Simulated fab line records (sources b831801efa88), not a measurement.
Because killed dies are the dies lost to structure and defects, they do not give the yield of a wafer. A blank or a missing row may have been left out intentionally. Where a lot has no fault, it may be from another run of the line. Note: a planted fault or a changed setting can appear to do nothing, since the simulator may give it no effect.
Matching of chambers ; flow gf180mcu ; GF_V5_CVD_02 on pecvd-03 has 3 sister chambers
The step deposits SiO2 from TEOS, target thk 1450 nm, time 163.28 s. 6 wafers are shown with their chamber, then 7 later ones without.

## EACH WAFER AND ITS CHAMBER
wafer;chamber;heater-power-w (W)
L090.5;2;684
L091.2;0;629
L091.3;1;574
L091.4;2;822
L093.2;0;689
L093.3;1;557

## WAFERS MISSING THEIR CHAMBER
wafer;heater-power-w (W)
L093.5;580
L095.2;499
L095.4;707
L095.6;560
L096.3;623
L096.5;680
L096.6;472

## WHICH CHAMBER EACH ONE RAN IN
wafer;from the rows above;in truth
L093.5;can't be placed: 1 or 0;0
L095.2;can't be placed: 1 or 0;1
L095.4;can't be placed: 2 or 0 or 1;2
L095.6;can't be placed: 1 or 0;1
L096.3;can't be placed: 0 or 1 or 2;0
L096.5;can't be placed: 0 or 2 or 1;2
L096.6;can't be placed: 1 or 0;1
0 of 7 placed correctly. Cannot be placed on the basis of these rows: 7; the candidates contain the true chamber in 7. Placed wrongly: 0.
How it was worked out, from the rows above alone: a wafer's distance from a chamber is the root of the sum, over the readings, of the square of ((its reading less the chamber's mean) divided by the reading's scatter). If the next closest chamber is less than 2 further off than the closest, the wafer can't be placed; otherwise it belongs to the closest. Each chamber's mean is taken over the wafers shown for it. The scatter: take each reading less its chamber's mean, square it, sum over the shown wafers, divide by the number of wafers less the number of chambers, and take the root.
